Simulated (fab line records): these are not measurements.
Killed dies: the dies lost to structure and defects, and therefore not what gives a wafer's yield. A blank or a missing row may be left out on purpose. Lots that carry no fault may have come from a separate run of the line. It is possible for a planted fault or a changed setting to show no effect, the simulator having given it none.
Shared-tool check -- flow gf180mcu -- Sample size 14 lots and 42 wafers

## WHY THIS WAS OPENED
GF_HV_LDD_TW_MEAS_50, reading HV_LDD_4_TW: flagged on 2 of 14 lots. No-fault wafers: 565, standard deviation 3.3.
Rule: a lot is flagged in two cases, either no wafer of it has a number, or all its wafers with numbers fall more than 4 standard deviations from that mean. The rest of the lots are taken to be sound.

lot,measured,on,"HV_LDD_4_TW, wafer by wafer",flag
L610,day 12 11:33,filmMetro-02,565 566 569,
L611,day 12 18:04,filmMetro-01,565 559 560,
L612,day 13 01:55,filmMetro-01,1444 1450 1453,FLAGGED
L613,day 13 08:12,filmMetro-02,1459 1462 1461,FLAGGED
L618,day 15 03:06,filmMetro-04,567 564 562,
L624,day 17 07:58,filmMetro-04,563 564 565,
L625,day 17 13:38,filmMetro-04,565 562 563,
L626,day 17 22:28,filmMetro-04,562 564 563,
L627,day 18 02:57,filmMetro-04,562 561 562,
L628,day 18 17:52,filmMetro-01,567 567 567,
L629,day 19 00:16,filmMetro-02,569 572 572,
L630,day 19 05:49,filmMetro-01,564 565 565,
L631,day 19 13:30,filmMetro-01,564 564 565,
L632,day 19 23:40,filmMetro-04,566 565 565,
Flagged lots average 1455: +890 relative to the usual, that is +99 or more standard deviations.

## TOOL THAT RAN EACH LOT
The record holds 1 process step before the reading, out of a route of 602 steps. In each cell: the tool, then ch and the chambers that the sampled wafers went through, then the start.
lot,flag,GF_HV_LDD_COAT_26
L610,,"lithoTrack-02 ch 0, day 11 05:24"
L611,,"lithoTrack-02 ch 0, day 11 11:22"
L612,FLAGGED,"lithoTrack-04, day 11 17:44"
L613,FLAGGED,"lithoTrack-02, day 12 00:57"
L618,,"lithoTrack-03 ch 0, day 13 17:53"
L624,,"lithoTrack-03 ch 0, day 15 21:10"
L625,,"lithoTrack-02 ch 0, day 16 02:40"
L626,,"lithoTrack-02 ch 0, day 16 10:28"
L627,,"lithoTrack-02 ch 0, day 16 15:18"
L628,,"lithoTrack-04 ch 0, day 17 05:23"
L629,,"lithoTrack-02 ch 0, day 17 10:46"
L630,,"lithoTrack-03 ch 0, day 17 16:40"
L631,,"lithoTrack-02 ch 0, day 17 23:57"
L632,,"lithoTrack-03 ch 0, day 18 09:26"
What is done by these steps:
- GF_HV_LDD_COAT_26: resist thk 1000 nm.
- GF_HV_LDD_TW_MEAS_50

## FLAGGED OVER TOTAL, TOOL BY TOOL (the gauges that took the reading come last)
step,tool,lots run,flagged,share of the flagged lots,sound lots run after its first flagged lot
GF_HV_LDD_COAT_26,lithoTrack-02,8,1,some,"5 (L625,L626,L627,L629,L631)"
GF_HV_LDD_COAT_26,lithoTrack-03,4,0,none,-
GF_HV_LDD_COAT_26,lithoTrack-04,2,1,some,1 (L628)
GF_HV_LDD_TW_MEAS_50,filmMetro-01,5,1,some,"3 (L628,L630,L631)"
GF_HV_LDD_TW_MEAS_50,filmMetro-02,3,1,some,1 (L629)
GF_HV_LDD_TW_MEAS_50,filmMetro-04,6,0,none,-

## WHAT THE TABLE ALLOWS
No row of the table ran every flagged lot.

## WHAT HAD BEEN PUT IN BY THE SIMULATOR
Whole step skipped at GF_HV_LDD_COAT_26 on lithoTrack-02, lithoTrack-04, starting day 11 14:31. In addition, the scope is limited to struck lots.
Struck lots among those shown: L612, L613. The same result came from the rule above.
